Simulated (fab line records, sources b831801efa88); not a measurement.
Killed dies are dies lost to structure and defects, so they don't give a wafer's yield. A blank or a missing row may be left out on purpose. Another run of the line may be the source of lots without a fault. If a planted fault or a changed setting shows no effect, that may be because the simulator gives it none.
Comparing a struck lot with a sound one -- flow sfq line -- 14 steps out of a route of 325
Sound: the wafers L731.1, L731.2, L731.3. Wafers L741.3, L741.5, L741.6 were the ones struck. The cause comes at the end.
Order at every step that has rows: each side's tool, ch and its chambers, its first start. Under that, the readings that differ: sound wafers -- struck wafers -- difference of the means -- sigmas: that difference in standard deviations of wafers without a fault.
alike: a reading whose means differ by less than 2 such deviations, as well as words and numbers matching on both sides. not compared: withheld readings; readings where some wafer has no value; bounds like >300 that might hide an equal value; numbers whose values overlap and for which the record gives no deviation.
The two part at a step that has a row with sigmas, a row that says differs or no value, or rows on one side only. When numbers do not overlap yet have no deviation, they are printed without sigmas and do not part them. A reading that every wafer of one side lacks parts them only if that side has two wafers or more.

SFQ_TRILAYER_I0_DEP_PECVD_027: deposits SiO2 from SiH4/N2O, time 111.11 s, target thk 500 nm.
  sound on pecvd-03 ch 0,1,2, day 8 11:34; struck on pecvd-03 ch 0,2, day 11 04:58
  alike: heater power w, showerhead vpp V, throttle valve pct
SFQ_TRILAYER_I0_CMP_CMP_028: polishes SiO2.
  sound on cmp-01 ch 0,1,2, day 8 12:23; struck on cmp-01 ch 0,1,3, day 11 20:47
  alike: motor current A, time to endpoint s
SFQ_I0_BOW_MEAS_907:
  sound on film metro-03 at day 8 14:53; struck on film metro-01 at day 11 22:20
  alike: I0_BOW
SFQ_TRILAYER_I0_METRO_MEASURE_029:
  sound on film metro-03 at day 8 15:01; struck on film metro-01 at day 11 22:49
reading,sound,struck,difference,sigmas
thk nm (nm),202.0 201.3 201.9,198.4 196.4 198.6,-3.9,-4
then, 6 steps without rows for these wafers: SFQ_TRILAYER_I0_VIA_LITHO_COAT_036 (resist thk 60.99 nm); SFQ_TRILAYER_I0_VIA_LITHO_COAT_031 (resist thk 650 nm); SFQ_TRILAYER_I0_VIA_LITHO_SOFTBAKE_035; SFQ_TRILAYER_I0_VIA_LITHO_EXPOSE_032 (exposes mask I0, target cd 500 nm); SFQ_TRILAYER_I0_VIA_LITHO_PEB_034 (peb time 60 s); SFQ_TRILAYER_I0_VIA_LITHO_DEVELOP_033 (time 60 s).
-- the record jumps here: 2 days lie between the struck wafers' starts before and after --
SFQ_I0_OVL_MEAS_908:
  sound on overlay-01 at day 10 23:32; struck on overlay-01 at day 14 04:08
  alike: I0_OVL
SFQ_TRILAYER_I0_VIA_BARC_OPEN_VIA_ETCH_046: etches BARC in O2, target depth 125 nm, time 41.7 s.
  sound on rie diel-03 ch 0,2,3, day 10 23:34; struck on rie diel-03 ch 0,3, day 14 04:09
  alike: bias w, drypump motor current A, oes product au
  not compared: rf hours counter h
SFQ_TRILAYER_I0_VIA_ETCH_VIA_ETCH_034: etches SiO2 in CHF3, stops on Nb, target depth 260 nm.
  sound on rie diel-03 ch 0,2,3, day 10 23:37; struck on rie diel-03 ch 0,3, day 14 04:11
reading,sound,struck,difference,sigmas
bias w (W),79.81 80.21 80.38,78.00 77.71 77.94,-2.25,-10
oes product au (a.u.),0.859 0.864 0.862,0.849 0.846 0.845,-0.015,-3
  alike: drypump motor current A
SFQ_TRILAYER_I0_VIA_STRIP_STRIP_035: strips in O2.
  sound on rie metal-01 ch 0,1, day 10 23:44; struck on rie metal-03 ch 0,1, day 14 04:30
  alike: drypump motor current A, oes product au
  not compared: rf hours counter h

WHERE THEY PART
First at SFQ_TRILAYER_I0_METRO_MEASURE_029; last, within this record, at SFQ_TRILAYER_I0_VIA_ETCH_VIA_ETCH_034. Later steps at which nothing parts them and some readings are alike: SFQ_TRILAYER_I0_VIA_STRIP_STRIP_035.

WHY: what the simulator had put in
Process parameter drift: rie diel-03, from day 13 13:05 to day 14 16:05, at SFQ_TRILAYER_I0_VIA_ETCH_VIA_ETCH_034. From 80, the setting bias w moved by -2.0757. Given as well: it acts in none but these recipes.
